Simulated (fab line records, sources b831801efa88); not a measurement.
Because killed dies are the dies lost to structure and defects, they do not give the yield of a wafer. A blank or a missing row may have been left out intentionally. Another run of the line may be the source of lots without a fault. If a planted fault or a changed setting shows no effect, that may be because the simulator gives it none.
Which tool was responsible?	flow gf180mcu	14 lots, 37 wafers sampled, at 6 steps of a route of 602

WHAT THE GAUGES READ, wafer by wafer
GF_HV_LDD_TW_MEAS_38. Usual: HV_LDD_3_TW 1436, standard deviation 15.
lot	measured	on	HV_LDD_3_TW	flag
L977	day 11 20:49	film-metro-01	1462 1463 1461	
L979	day 12 06:13	film-metro-02	1431 1433 1425	
L981	day 12 18:55	film-metro-02	1432 1433 1426	
L980	day 12 22:58	film-metro-01	1459 1458 1454	
L982	day 13 09:39	film-metro-01	1452 1459 1455	
L983	day 13 12:50	film-metro-04	1418 1423 1425	
L984	day 14 04:44	film-metro-02	1425 1429 1430	
L985	day 14 08:06	film-metro-04	1420 1427 1427	
L986	day 14 21:38	film-metro-02	1434 1426 1423	
L987	day 14 22:41	film-metro-01	1456 1459 1459	
L993	day 17 03:59	film-metro-04	1394	
L995	day 17 11:07	film-metro-02	1396	
L996	day 17 19:33	film-metro-02	1425 1394	
L999	day 18 17:23	film-metro-02	1421 1428 1428	

GF_HV_LDD_RS_MEAS_53: the measuring method here is four-point-probe. Usual: HV_LDD_RS 418.3 ohm/sq, standard deviation 0.89.
lot	measured	on	HV_LDD_RS (ohm/sq)	flag
L977	day 12 16:55	film-metro-02	418.2 418.1 418.8	
L979	day 13 01:49	film-metro-02	418.0 419.4 419.3	
L981	day 13 14:50	film-metro-02	417.3 417.5 419.1	
L980	day 13 19:31	film-metro-04	419.8 419.8 421.3	
L982	day 14 05:47	film-metro-02	417.6 418.2 417.5	
L983	day 14 09:51	film-metro-01	418.5 417.1 417.4	
L984	day 15 02:22	film-metro-02	419.1 418.8 418.6	
L985	day 15 05:38	film-metro-01	418.6 417.6 418.3	
L986	day 15 18:42	film-metro-02	416.9 417.9 416.9	
L987	day 15 20:36	film-metro-04	417.4 417.8 417.9	
L993	day 18 03:48	film-metro-01	421.0 421.9	OFF
L995	day 18 10:07	film-metro-02	423.3 422.7	OFF
L996	day 18 19:01	film-metro-01	419.5 424.1 419.3 424.7	OFF
L999	day 19 18:03	film-metro-01	416.8 418.0 418.2	

GF_HV_LDD_THK_MEAS_57. Usual: HV_LDD_CVD_56_THK 90.2 nm, standard deviation 0.78.
lot	measured	on	HV_LDD_CVD_56_THK (nm)	flag
L977	day 12 19:32	film-metro-02	89.9 90.1 90.8	
L979	day 13 05:52	film-metro-01	88.6 89.3 88.9	
L981	day 13 17:26	film-metro-04	91.5 91.2 91.6	
L980	day 13 22:22	film-metro-01	91.0 91.1 90.5	
L982	day 14 08:24	film-metro-02	89.8 89.4 90.5	
L983	day 14 12:29	film-metro-04	91.5 91.6 90.7	
L984	day 15 05:34	film-metro-04	90.5 90.3 90.4	
L985	day 15 09:25	film-metro-04	90.0 91.0 90.9	
L986	day 15 22:33	film-metro-04	90.5 90.6 90.0	
L987	day 16 02:17	film-metro-01	89.4 90.1 89.0	
L993	day 18 09:48	film-metro-04	89.7	
L995	day 19 03:59	film-metro-02	90.7	
L996	day 19 02:35	film-metro-02	90.6 89.4	
L999	day 19 21:23	film-metro-04	90.0 90.3 90.5	

GF_PSD_RS_MEAS_14: the measuring method here is four-point-probe. Usual: NSD_RS 46.12 ohm/sq, standard deviation 0.073.
lot	measured	on	NSD_RS (ohm/sq)	flag
L977	day 14 12:28	film-metro-02	46.25 46.27 46.17	
L979	day 15 00:20	film-metro-03	46.20 46.26 46.13	
L981	day 15 12:00	film-metro-01	46.07 46.00 46.06	
L980	day 15 17:31	film-metro-01	46.11 46.08 46.10	
L982	day 16 03:56	film-metro-01	46.02 46.23 46.18	
L983	day 16 07:41	film-metro-01	46.09 46.03 46.02	
L984	day 17 02:56	film-metro-02	46.16 46.08 46.15	
L985	day 17 07:47	film-metro-03	46.14 46.13 46.09	
L986	day 17 19:44	film-metro-01	46.00 45.92 46.10	
L987	day 18 00:43	film-metro-02	46.08 46.06 46.23	
L993	day 20 08:13	film-metro-03	46.19	
L995	day 20 14:56	film-metro-03	46.14	
L996	day 20 23:28	film-metro-03	46.22 46.19	
L999	day 21 21:55	film-metro-02	46.08 46.12 46.00	

GF_SAB_CD_MEAS_09: target cd 420 nm. Usual: cd-nm 421.1 nm, standard deviation 1.9.
lot	measured	on	cd-nm (nm)	flag
L977	day 15 09:20	cd-sem-01	419.9 418.5 419.0	
L979	day 15 22:10	cd-sem-02	420.7 419.5 419.3	
L981	day 16 09:57	cd-sem-01	422.4 419.9 420.1	
L980	day 16 16:04	cd-sem-01	423.0 422.0 421.0	
L982	day 17 01:55	cd-sem-01	419.5 420.5 420.7	
L983	day 17 06:13	cd-sem-02	421.9 419.6 420.9	
L984	day 18 02:17	cd-sem-01	418.3 419.4 418.3	
L985	day 18 06:20	cd-sem-02	421.7 424.0 422.6	
L986	day 18 18:40	cd-sem-02	420.4 418.8 419.2	
L987	day 19 00:17	cd-sem-01	422.4 424.4 422.0	
L993	day 21 08:32	cd-sem-01	422.0	
L995	day 21 14:55	cd-sem-01	422.9	
L996	day 21 23:22	cd-sem-02	424.6 422.4	
L999	day 22 20:52	cd-sem-01	422.6 420.8 422.2	

WHICH TOOL RAN EACH LOT (tool, then ch and the chambers of the sampled wafers, then the start)
lot	GF_HV_LDD_IMPLANT_36
L977	implanter-01 ch 0, day 11 20:34
L979	implanter-04 ch 0, day 12 05:59
L981	implanter-03 ch 0, day 12 18:43
L980	implanter-04 ch 0, day 12 22:43
L982	implanter-04 ch 0, day 13 09:26
L983	implanter-03 ch 0, day 13 12:35
L984	implanter-01 ch 0, day 14 04:30
L985	implanter-01 ch 0, day 14 07:52
L986	implanter-03 ch 0, day 14 21:23
L987	implanter-04 ch 0, day 14 22:26
L993	implanter-04 ch 0, day 17 03:44
L995	implanter-04 ch 0, day 17 10:52
L996	implanter-04 ch 0, day 17 19:20
L999	implanter-01 ch 0, day 18 17:08
- GF_HV_LDD_IMPLANT_36

WHAT THE TOOLS THEMSELVES READ (means of the sampled wafers that have a number; where no wafer has one, the mark that the record gives instead)
GF_HV_LDD_IMPLANT_36. Usual: tilt-deg 29.998 degrees, standard deviation 0.022.
lot	tool	tilt-deg (degrees)	flag
L977	implanter-01	30.007	
L979	implanter-04	30.000	
L981	implanter-03	29.989	
L980	implanter-04	29.994	
L982	implanter-04	30.007	
L983	implanter-03	29.991	
L984	implanter-01	29.989	
L985	implanter-01	29.983	
L986	implanter-03	30.002	
L987	implanter-04	30.023	
L993	implanter-04	29.994	
L995	implanter-04	30.015	
L996	implanter-04	29.989	
L999	implanter-01	30.019	

THE ANSWER, worked out from the rows above alone
Rule: lot off if the mean of its wafers having a number is beyond 3 standard deviations from the usual mean. Also off: a lot with no number at a reading for which 4 or more lots have one. Any other lot the step has rows for is counted as sound. After the gauges, taken in route order, come the tools' own readings; for these a lot's mean is taken, as printed above. At the first step where some lot is off, the reading lying furthest off is the one used; lots without a number count as furthest.
Off: at GF_HV_LDD_RS_MEAS_53 (HV_LDD_RS), L993, L995, L996.
A tool fits if, at a process step before that reading, it ran every lot that is off, and no sound lot after the first of them. The gauges at GF_HV_LDD_RS_MEAS_53 are tried like those tools. One fits: GF_HV_LDD_IMPLANT_36 on implanter-04. A fault onset in the window from L987 (day 14 22:26, its last sound lot) to L993 (day 17 03:44, its first lot off) fits.

WHAT WAS PUT IN BY THE SIMULATOR
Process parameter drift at GF_HV_LDD_IMPLANT_36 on implanter-04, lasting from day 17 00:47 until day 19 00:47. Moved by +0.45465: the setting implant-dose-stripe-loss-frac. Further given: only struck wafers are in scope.
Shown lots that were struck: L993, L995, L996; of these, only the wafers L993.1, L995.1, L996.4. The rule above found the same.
